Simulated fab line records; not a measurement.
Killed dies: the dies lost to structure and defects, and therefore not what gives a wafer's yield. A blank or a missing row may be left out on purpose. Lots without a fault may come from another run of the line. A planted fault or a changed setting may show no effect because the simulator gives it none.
Matching of chambers | flow gf180mcu | GF_V1_ETCH_16 on rie_diel-04 has 4 sister chambers
The step etches BARC in N2/H2. 8 wafers are shown with their chamber, then 7 later ones without.

WAFERS PAIRED WITH THEIR CHAMBERS
wafer  | chamber | throttle_valve_pct (%) | oes_product_au (a.u.)
L074.2 | 3       | 13.227                 | 0.863
L079.6 | 2       | 13.215                 | 0.848
L081.4 | 2       | 13.219                 | 0.851
L081.5 | 1       | 13.236                 | 0.859
L087.3 | 1       | 13.228                 | 0.855
L087.5 | 0       | 13.221                 | 0.854
L088.2 | 0       | 13.217                 | 0.859
L088.4 | 3       | 13.226                 | 0.857

WAFERS WHOSE CHAMBER IS MISSING
wafer  | throttle_valve_pct (%) | oes_product_au (a.u.)
L088.6 | 13.232                 | 0.850
L092.1 | 13.215                 | 0.849
L092.3 | 13.230                 | 0.852
L092.6 | 13.228                 | 0.849
L096.1 | 13.229                 | 0.861
L096.3 | 13.211                 | 0.852
L096.4 | 13.222                 | 0.854

CHAMBER TAKEN BY EACH
wafer  | from the rows above               | in truth
L088.6 | can't be placed: 1 or 3           | 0
L092.1 | can't be placed: 2 or 0           | 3
L092.3 | can't be placed: 1 or 3 or 0      | 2
L092.6 | can't be placed: 1 or 2 or 3 or 0 | 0
L096.1 | can't be placed: 3 or 1           | 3
L096.3 | can't be placed: 2 or 0           | 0
L096.4 | can't be placed: 0 or 2 or 3 or 1 | 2
0 of 7 placed correctly. These rows do not allow placing 7 (true chamber among the candidates in 4). Wrongly placed: 0.
How it was worked out, from the rows above alone: a wafer's distance from a chamber is the root of the sum, over the readings, of the square of ((its reading less the chamber's mean) divided by the reading's scatter). If the next closest chamber is less than 2 further off than the closest, the wafer can't be placed; otherwise it belongs to the closest. The mean given for a chamber averages the wafers shown for that chamber. The scatter: the root of (the sum of the squares of (reading less its chamber's mean) over the shown wafers, divided by (wafers less chambers)).
